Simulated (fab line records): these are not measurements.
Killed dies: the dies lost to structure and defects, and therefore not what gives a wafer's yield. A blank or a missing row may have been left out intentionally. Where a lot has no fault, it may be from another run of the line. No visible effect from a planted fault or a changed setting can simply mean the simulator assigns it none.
Which of the tools did it? / flow gf180mcu / 7 lots, 21 wafers sampled, at 2 steps of a route of 602

== WHAT THE GAUGES READ, wafer by wafer ==
GF_SALICIDE_THK_MEAS_05: measures by xrf.
lot=L115; measured=day 15 09:35; on=film_metro-02; SALICIDE_TIN_THK (nm)=20.17 20.16 20.03
lot=L118; measured=day 16 16:26; on=film_metro-03; SALICIDE_TIN_THK (nm)=20.13 20.26 19.96
lot=L125; measured=day 19 04:10; on=film_metro-01; SALICIDE_TIN_THK (nm)=20.03 19.70 20.01
lot=L129; measured=day 20 12:25; on=film_metro-03; SALICIDE_TIN_THK (nm)=19.96 19.86 19.85
lot=L132; measured=day 21 16:58; on=film_metro-01; SALICIDE_TIN_THK (nm)=20.64 20.06 20.36
lot=L134; measured=day 22 04:32; on=film_metro-03; SALICIDE_TIN_THK (nm)=20.22 19.87 20.40
lot=L136; measured=day 22 19:10; on=film_metro-02; SALICIDE_TIN_THK (nm)=20.13 20.84 20.43

== WHAT TOOL EACH LOT RAN ON (gives the tool, then ch and the chambers of the sampled wafers, and finally the start) ==
lot=L115; GF_SAB_DEVELOP_08=litho_track-02 ch 0, day 15 08:48
lot=L118; GF_SAB_DEVELOP_08=litho_track-03 ch 0, day 16 15:37
lot=L125; GF_SAB_DEVELOP_08=litho_track-02 ch 0, day 19 03:21
lot=L129; GF_SAB_DEVELOP_08=litho_track-03 ch 0, day 20 11:37
lot=L132; GF_SAB_DEVELOP_08=litho_track-04 ch 0, day 21 15:59
lot=L134; GF_SAB_DEVELOP_08=litho_track-03 ch 0, day 22 03:43
lot=L136; GF_SAB_DEVELOP_08=litho_track-04 ch 0, day 22 18:22
- GF_SAB_DEVELOP_08: develop time 60 s.

== THE ANSWER, worked out from the rows above alone ==
Rule: what is usual is taken from the lots themselves. Put in order of their means at a reading, lots are off if they are a third of the lots or fewer, leave a main group of 4 or more, and stand apart from it by a gap of 3 or more times the standard deviation of the main group's means; of several such gaps the widest counts. If all means in a main group match to the digits the tables above print for the reading, that group is not used. A lot without any number at a reading at which 4 lots or more have one is off too. The other lots that the step has rows for count as sound.
No lot is off at any reading shown: from this, nothing can be told.

== WHAT THE SIMULATOR PUT IN ==
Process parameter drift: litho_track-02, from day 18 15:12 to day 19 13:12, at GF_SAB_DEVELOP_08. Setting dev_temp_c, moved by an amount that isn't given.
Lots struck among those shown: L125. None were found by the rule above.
